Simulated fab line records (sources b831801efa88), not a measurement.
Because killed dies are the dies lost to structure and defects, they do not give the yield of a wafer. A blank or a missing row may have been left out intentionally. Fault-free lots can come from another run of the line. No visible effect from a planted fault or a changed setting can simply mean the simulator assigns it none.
Which of the tools did it? | flow gf180mcu | 18 wafers sampled from 6 lots at 1 step of a route of 602

## WHAT THE GAUGES SHOWED, per wafer
GF_V1_OVL_MEAS_15.
lot  | measured     | on         | V1_OVL (nm)
L895 | day 18 06:25 | overlay-01 | 1 -1 -2
L902 | day 20 22:20 | overlay-02 | 3 -4 -7
L904 | day 22 05:45 | overlay-02 | -4 1 -1
L906 | day 22 21:45 | overlay-01 | 0 6 5
L914 | day 25 03:42 | overlay-02 | 11 12 3
L915 | day 25 22:34 | overlay-02 | 2 5 9

## WHAT TOOL EACH LOT RAN ON (gives the tool, then ch and the chambers of the sampled wafers, and finally the start)
Record: no process step prior to these readings.

## THE ANSWER, worked out from the rows above alone
Rule: usual is defined by the lots themselves. Put in order of their means at a reading, lots are off if they are a third of the lots or fewer, leave a main group of 4 or more, and stand apart from it by a gap of 3 or more times the standard deviation of the main group's means; of several such gaps the widest counts. A main group is skipped when, at the precision printed for the reading in the tables above, its means are all equal. Also off: a lot with no number at a reading for which 4 or more lots have one. Where the step has rows for the other lots, those lots are counted as sound.
Nothing can be told from this: no lot is off at any reading shown.

## WHAT WAS PUT IN BY THE SIMULATOR
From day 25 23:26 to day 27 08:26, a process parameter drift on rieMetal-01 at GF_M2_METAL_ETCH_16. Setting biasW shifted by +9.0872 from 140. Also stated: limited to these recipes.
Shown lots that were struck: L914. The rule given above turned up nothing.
